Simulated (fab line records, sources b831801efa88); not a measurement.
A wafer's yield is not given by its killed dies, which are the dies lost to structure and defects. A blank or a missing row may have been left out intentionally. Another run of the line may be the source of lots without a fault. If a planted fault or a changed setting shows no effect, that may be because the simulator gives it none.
fab line records    flow sky130
record: lots: 13  wafers: 39  last-day: 50
route steps=708 shown METAL4@602 PAD_OPEN@708
lots that met no fault: taken from a fault-free run of the same line
start-h: hours from the record's opening day to when the first of the lot's shown wafers began    wait-h: time in hours since the lot's previous step    " unchanged from the row above    L1.1+2: one row covering several wafers at once    - no value present, or no start provided    * or withheld: withheld    < > ~ a bound
route shown NAME@n: names a module that has steps shown in the file, with the first one's number in the route    usual: mean/standard deviation taken from wafers without a fault    same: alike in all rows    chamber/n: place in a boat    sites: each site's reading    _std_site: their standard deviation    _edge_site: outer sites' mean less inner sites'    radius-mm: for every site, how far away it sits from the centre of the wafer    mask NAME#n: copy n    behind: the last tool/chamber to shape the wafer    hold: the reason the lot was held/the length of the hold in hours/how it ended    device: the transistor (n, p or np) that didn't switch    end of line: the route-end tests of the same wafers    where a step has no rows: the recipe by itself    killed: not the wafer's yield, but the dies lost to structure and defects at the first sort    map: the dies of a wafer, with x for killed, . for not killed, _ for no die there
set.NAME: the setting that was run; set.NAME@STEP: the one run at that earlier step    model.NAME: the simulator's own value behind a step, which no gauge read
a sample of lots followed through the steps of the route, with each step as a table and each wafer as a row
services: from which hour (start-h, from the record's first day; less than 0 if before it) a tool's chamber was out of use, for how many hours, and why
== steps ==
step: SKY_METAL4_SPUTTER_04
recipe: material: TiN  target-thk-nm: 70  power-w: 6500  time-s: 58.3  chamber-pressure-pa: 0.4
usual: throttle-valve-pct: 29.8/1.6
lot.wafer  tool            chamber  start-h  wait-h  throttle-valve-pct
L167.1     pvd-sputter-04  -        967.60   0.0     31.9
L167.3     "               -        "        "       30.5
L167.5     "               -        "        "       28.7
L170.1     pvd-sputter-04  -        983.83   0.0     30.4
L170.4     "               -        "        "       30.6
L170.5     "               -        "        "       28.5
L172.1     pvd-sputter-02  -        989.11   0.0     29.1
L172.3     "               -        "        "       28.6
L172.4     "               -        "        "       27.2
L173.1     pvd-sputter-02  -        1002.53  0.0     27.2
L173.2     "               -        "        "       28.6
L173.3     "               -        "        "       33.1
L174.1     pvd-sputter-03  -        1003.49  0.0     31.5
L174.2     "               -        "        "       29.7
L174.3     "               -        "        "       29.5
L175.1     pvd-sputter-04  -        1010.62  0.0     30.5
L175.5     "               -        "        "       31.6
L175.6     "               -        "        "       28.5
L176.3     pvd-sputter-03  -        1023.58  0.0     28.5
L176.4     "               -        "        "       29.4
L176.5     "               -        "        "       31.6
L177.4     pvd-sputter-03  -        1030.13  0.0     29.4
L177.5     "               -        "        "       29.5
L177.6     "               -        "        "       28.2
L178.3     pvd-sputter-03  -        1038.02  0.0     28.3
L178.5     "               -        "        "       29.5
L178.6     "               -        "        "       29.6
L179.2     pvd-sputter-04  -        1045.76  0.0     30.8
L179.3     "               -        "        "       31.7
L179.5     "               -        "        "       28.5
L180.1     pvd-sputter-03  -        1050.43  0.0     31.8
L180.4     "               -        "        "       29.6
L180.5     "               -        "        "       29.6
L181.1     pvd-sputter-02  -        1057.04  0.0     27.3
L181.2     "               -        "        "       32.7
L181.4     "               -        "        "       28.9
L183.1     pvd-sputter-03  -        1064.28  0.0     28.2
L183.5     "               -        "        "       29.7
L183.6     "               -        "        "       31.5
step: SKY_METAL4_METAL_ETCH_18
recipe: target-depth-a: 8450  stop-on: SiO2  over-etch-frac: 0.3  time-s: 183.1  chemistry: Cl2/BCl3  resist-sidewall-deg: 88  pressure-mtorr: 10  icp-w: 900  bias-w: 48.5  Cl2_flow_sccm: 60  bcl3-flow-sccm: 30
usual: chamber-pressure-mTorr: 9.999/0.0084  drypump-motor-current-A: 5.85/0.24  he-backside-leak-sccm: 3.42/0.23  mfc-cl2-sccm: 60.01/0.16  oes-product-au: 0.866/0.0061  throttle-valve-pct: 22.264/0.009
lot.wafer  tool          chamber  start-h  wait-h  chamber-pressure-mTorr  drypump-motor-current-A  he-backside-leak-sccm  mfc-cl2-sccm  oes-product-au  rf-hours-counter-h  throttle-valve-pct
L167.1     rie-metal-01  0        1016.17  0.0     10.007                  5.77                     3.92                   60.07         0.873           17                  22.281
L167.3     "             0        "        "       9.990                   5.78                     3.85                   60.29         0.860           -                   22.265
L167.5     "             0        "        "       9.996                   5.76                     3.93                   60.09         0.863           -                   22.270
L170.1     rie-metal-03  0        1032.37  0.0     9.987                   6.21                     3.29                   60.01         0.877           9                   22.266
L170.4     "             0        "        "       10.002                  6.24                     3.23                   60.00         0.866           -                   22.276
L170.5     "             1        "        "       9.995                   5.66                     3.45                   59.71         0.856           -                   22.265
L172.1     rie-metal-01  1        1038.02  0.0     9.983                   6.03                     3.34                   59.80         0.865           5                   22.282
L172.3     "             0        "        "       10.000                  5.78                     3.59                   59.80         0.862           -                   22.275
L172.4     "             1        "        "       10.001                  6.04                     3.46                   59.90         0.868           -                   22.257
L173.1     rie-metal-01  1        1050.47  0.0     9.995                   6.05                     3.38                   59.89         0.874           6                   22.265
L173.2     "             0        "        "       10.004                  5.78                     3.52                   60.22         0.879           19                  22.265
L173.3     "             0        "        "       9.995                   5.79                     3.55                   60.08         0.863           -                   22.274
L174.1     rie-metal-03  0        1050.56  0.0     10.006                  6.20                     3.26                   59.89         0.859           11                  22.265
L174.2     "             1        "        "       9.983                   5.62                     3.56                   59.83         0.859           20                  22.270
L174.3     "             0        "        "       10.003                  6.20                     3.38                   60.19         0.855           -                   22.277
L175.1     rie-metal-03  0        1059.02  0.0     9.988                   6.23                     3.41                   60.11         0.870           11                  22.263
L175.5     "             1        "        "       10.015                  5.64                     3.41                   59.98         0.859           -                   22.254
L175.6     "             0        "        "       10.007                  6.23                     3.19                   59.86         0.863           -                   22.267
L176.3     rie-metal-03  1        1071.73  0.1     9.994                   5.63                     3.42                   59.78         0.870           -                   22.262
L176.4     "             0        "        "       10.001                  6.21                     4.78                   59.94         0.864           -                   22.271
L176.5     "             0        "        "       10.007                  6.24                     3.51                   59.92         0.860           -                   22.258
L177.4     rie-metal-04  0        1077.87  0.1     10.005                  5.75                     3.19                   59.70         0.872           -                   22.247
L177.5     "             0        "        "       9.999                   5.75                     3.43                   59.87         0.876           -                   22.255
L177.6     "             1        "        "       10.000                  5.56                     3.00                   59.97         0.871           -                   22.268
L178.3     rie-metal-01  1        1083.92  0.1     9.998                   6.03                     3.49                   59.92         0.854           -                   22.261
L178.5     "             0        "        "       10.003                  5.78                     3.40                   59.97         0.861           -                   22.278
L178.6     "             1        "        "       10.010                  6.05                     3.71                   59.81         0.843           -                   22.268
L179.2     rie-metal-03  0        1092.27  0.0     10.007                  6.26                     3.45                   60.14         0.873           13                  22.278
L179.3     "             1        "        "       10.017                  5.61                     3.59                   59.85         0.874           -                   22.272
L179.5     "             1        "        "       9.984                   5.63                     3.52                   59.91         0.869           -                   22.252
L180.1     rie-metal-04  0        1096.06  0.0     10.009                  5.74                     3.30                   59.98         0.861           20                  22.267
L180.4     "             0        "        "       10.000                  5.76                     3.68                   59.99         0.869           -                   22.254
L180.5     "             0        "        "       9.995                   5.74                     3.51                   60.07         0.860           -                   22.270
L181.1     rie-metal-03  0        1102.42  0.0     9.999                   6.21                     3.43                   59.75         0.857           14                  22.246
L181.2     "             1        "        "       10.005                  5.63                     3.24                   59.96         0.859           24                  22.262
L181.4     "             1        "        "       9.993                   5.63                     3.34                   60.16         0.868           -                   22.264
L183.1     rie-metal-03  1        1108.31  0.0     10.010                  5.64                     3.30                   60.03         0.889           25                  22.255
L183.5     "             1        "        "       9.991                   5.64                     3.44                   59.95         0.867           -                   22.252
L183.6     "             0        "        "       9.992                   6.23                     3.13                   60.10         0.873           -                   22.248
step: SKY_PAD_OPEN_PROBE_99
usual: defect-limited-yield: 82.3/1.8  killed_at_M0_to_M3: 43/6.9  killed_at_M4_up: 3.2/1.6  killed-at-contacts: 25/5.1  killed-at-front-end: 16/4.5  killed-at-other: 0.3/0.68  killed-dies: 87/8.9  killed-on-rim: 16/3.6  killed-open: 48/6.9  killed-short: 39/6.3  sort_bin_3_pad_short: 0.8/0.4  sort_bin_5_function: 10.5/1.4  sort_bin_6_memory: 6.4/1.1  sort-n-pass: 405/8.9  sort-yield-pct: 82.3/1.8
same: gross-dies: 492  killed-at-back-side: 0  sort_bin_4_leakage[%]: 0  sort_bin_8_speed[%]: 0
lot.wafer  tool       chamber  start-h  wait-h  defect-limited-yield[%]  killed_at_M0_to_M3  killed_at_M4_up  killed-at-contacts  killed-at-front-end  killed-at-other  killed-dies  killed-on-rim  killed-open  killed-short  sort_bin_3_pad_short[%]  sort_bin_5_function[%]  sort_bin_6_memory[%]  sort-n-pass  sort-yield-pct[%]
L175.1     prober-01  -        1148.64  0.1     78.3                     38                  3                46                  19                   1                107          18             53           54            1.6                      12.6                    7.5                   385          78.3
L175.5     prober-01  -        1148.84  0.2     81.5                     50                  1                21                  19                   0                91           18             40           51            0.8                      10.2                    7.5                   401          81.5
L175.6     prober-01  -        1148.89  0.2     82.1                     38                  4                32                  14                   0                88           16             56           32            0.2                      10.8                    6.9                   404          82.1
L180.1     prober-02  -        1179.69  0.1     80.3                     41                  3                33                  20                   0                97           18             59           38            0.8                      13.8                    5.1                   395          80.3
L180.4     prober-02  -        1179.84  0.2     82.5                     37                  4                31                  14                   0                86           15             47           39            1.8                      8.9                     6.7                   406          82.5
L180.5     prober-02  -        1179.89  0.2     81.9                     48                  3                21                  17                   0                89           17             42           47            0.8                      9.6                     7.7                   403          81.9
L183.1     prober-01  -        1190.89  0.1     82.9                     43                  2                16                  23                   0                84           19             42           41            1.0                      8.9                     7.1                   408          82.9
killed by level:class
L175.1 CONTACT:geometric-particle:open=12 CONTACT:geometric-particle:short=11 VIA1:geometric-particle:open=10 LOCAL_INTERCONNECT:geometric-particle:short=10 LI_CONTACT:geometric-particle:open=7 POLY_GATE:geometric-particle:open=6 FIELD_ISO:geometric-particle:short=5 LI_CONTACT:geometric-particle:short=5
L175.5 METAL2:geometric-particle:short=9 VIA3:geometric-particle:open=8 LI_CONTACT:geometric-particle:open=8 METAL1:geometric-particle:short=6 CONTACT:geometric-particle:open=6 VIA1:geometric-particle:open=5 VIA1:geometric-particle:short=5 FIELD_ISO:geometric-particle:short=4
L175.6 VIA1:geometric-particle:open=16 CONTACT:geometric-particle:open=15 LOCAL_INTERCONNECT:geometric-particle:short=8 VIA1:geometric-particle:short=5 POLY_GATE:geometric-particle:short=4 VIA2:geometric-particle:open=4 VIA3:geometric-particle:open=4 POLY_GATE:geometric-particle:open=3
L180.1 CONTACT:geometric-particle:open=15 VIA3:geometric-particle:open=8 VIA1:geometric-particle:open=8 LI_CONTACT:geometric-particle:open=7 VIA2:geometric-particle:open=6 FIELD_ISO:geometric-particle:open=5 POLY_GATE:geometric-particle:open=4 METAL1:geometric-particle:short=4
L180.4 CONTACT:geometric-particle:open=13 LI_CONTACT:geometric-particle:open=7 CONTACT:geometric-particle:short=6 VIA3:geometric-particle:open=6 VIA1:geometric-particle:open=6 METAL2:geometric-particle:short=5 POLY_GATE:geometric-particle:short=4 FIELD_ISO:geometric-particle:open=3
L180.5 VIA3:geometric-particle:open=8 VIA1:geometric-particle:short=7 VIA1:geometric-particle:open=7 LI_CONTACT:geometric-particle:open=6 CONTACT:geometric-particle:short=6 POLY_GATE:geometric-particle:short=5 METAL1:geometric-particle:short=5 METAL2:geometric-particle:short=4
L183.1 VIA1:geometric-particle:open=14 LI_CONTACT:geometric-particle:open=7 POLY_GATE:geometric-particle:short=6 METAL1:geometric-particle:short=6 FIELD_ISO:geometric-particle:open=5 VIA3:geometric-particle:open=5 FIELD_ISO:geometric-particle:short=4 VIA1:geometric-particle:short=4
== services ==
tool            chamber  start-h  hours  kind
rie-metal-01    0        963.91   4.2    repair
pvd-sputter-04  -        975.56   4.8    repair
rie-metal-04    0        985.94   1.2    repair
pvd-sputter-02  -        995.26   0.9    repair
pvd-sputter-03  -        1026.05  0.8    repair
pvd-sputter-04  -        1039.09  1.9    repair
== key ==
first-sign: step: SKY_METAL4_METAL_ETCH_18  reading: oes-product-au  direction: up  sigmas: 3.7  usual: 0.866  struck: 0.889
effect none on later readings
met-at SKY_METAL4_SPUTTER_04
struck-lots L183
struck-wafers L183.1
onset-between 1050.43 1064.28
fault: kind: process-parameter-drift  tool: pvd-sputter-03  chamber: -  onset-h: 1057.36  steps: SKY_METAL4_SPUTTER_04  channel: target-thk-nm  offset: 29.055  shape: step  end-h: 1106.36  scope: struck-wafers-only  acts-in: these-recipes-only  stated: 70
